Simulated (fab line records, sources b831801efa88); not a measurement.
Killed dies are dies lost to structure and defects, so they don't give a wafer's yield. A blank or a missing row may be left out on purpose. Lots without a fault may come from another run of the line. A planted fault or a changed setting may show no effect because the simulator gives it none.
One fault seen from 2 desks | flow sfq_line | each desk has only its own numbers; what lay behind them comes last

THE METROLOGY DESK
What the gauges read, lot by lot, whatever tool the lot ran on: means of the sampled wafers that have a number. A lot is out of limits, marked OUT, if its mean lies more than 4 standard deviations from the usual mean; the brackets give that distance.
Columns: A = I3_BOW at SFQ_I3_BOW_MEAS_922, usual 2 um
lot  | first seen here | A
L386 | day 28 06:03    | -1
L387 | day 29 00:12    | 4
L388 | day 29 06:11    | 1
L389 | day 29 09:07    | -6
L390 | day 29 12:07    | -1
L392 | day 33 18:07    | 6
L394 | day 34 11:35    | -6
L396 | day 34 23:35    | 9
L397 | day 35 06:08    | 3
L398 | day 35 18:13    | 3
L399 | day 36 03:07    | 6
L407 | day 38 12:38    | -2
L408 | day 38 15:36    | 11
L409 | day 38 18:40    | 3
This desk's finding: nothing out of limits on any of the 14 lots.

THE TOOL OWNER'S DESK: rie_metal-03
The tool's own readings at SFQ_TRILAYER_JJ_CE_ETCH_RIE_118 (chemistry SF6, target Nb, stops on Al2O3, time 97.7 s, target depth 170 nm): means of the sampled wafers that have a number, for each lot that ran on this tool. A lot is out of limits, marked OUT, if its mean lies more than 4 standard deviations from the usual mean; the brackets give that distance.
Columns: A = chamber_pressure_mTorr at SFQ_TRILAYER_JJ_CE_ETCH_RIE_118, usual 10.000 mTorr; B = drypump_motor_current_A at SFQ_TRILAYER_JJ_CE_ETCH_RIE_118, usual 5.7 A; C = oes_product_au at SFQ_TRILAYER_JJ_CE_ETCH_RIE_118, usual 0.986 a.u.
lot  | first seen here | A                       | B   | C
L386 | day 52 14:32    | 9.999                   | 6.0 | 0.988
L389 | day 53 10:01    | 10.008                  | 5.3 | 0.985
L394 | day 57 14:15    | 10.001                  | 5.7 | 0.992
L396 | day 58 05:51    | 9.999                   | 5.6 | 0.984
L397 | day 58 09:37    | 9.325 (-61) OUT         | 5.3 | 0.980
L399 | day 58 16:39    | 8.656 (-99 or more) OUT | 5.6 | 0.979
L407 | day 61 07:05    | 9.996                   | 5.7 | 0.979
This desk's finding: out of limits on L397, L399; first on L397, day 58 09:37 (chamber_pressure_mTorr at SFQ_TRILAYER_JJ_CE_ETCH_RIE_118). In limits: L386, L389, L394, L396, L407.

PUT TOGETHER
The tool owner's desk could have raised an alarm at day 58 09:37, on L397, L399.
The metrology desk saw nothing out of limits.
The metrology desk has L397, L399 on record, within its limits.
Of the lots named, all ran SFQ_TRILAYER_JJ_CE_ETCH_RIE_118 on rie_metal-03.

WHAT THE SIMULATOR HAD PUT IN
Process parameter drift: rie_metal-03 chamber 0, from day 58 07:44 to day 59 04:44, at SFQ_TRILAYER_JJ_CE_ETCH_RIE_118. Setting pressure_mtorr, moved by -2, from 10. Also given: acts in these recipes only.
Lots struck among those shown: L397, L399.
Hours from the fault's start to each desk's first reading out of limits: the tool owner's desk, 2.
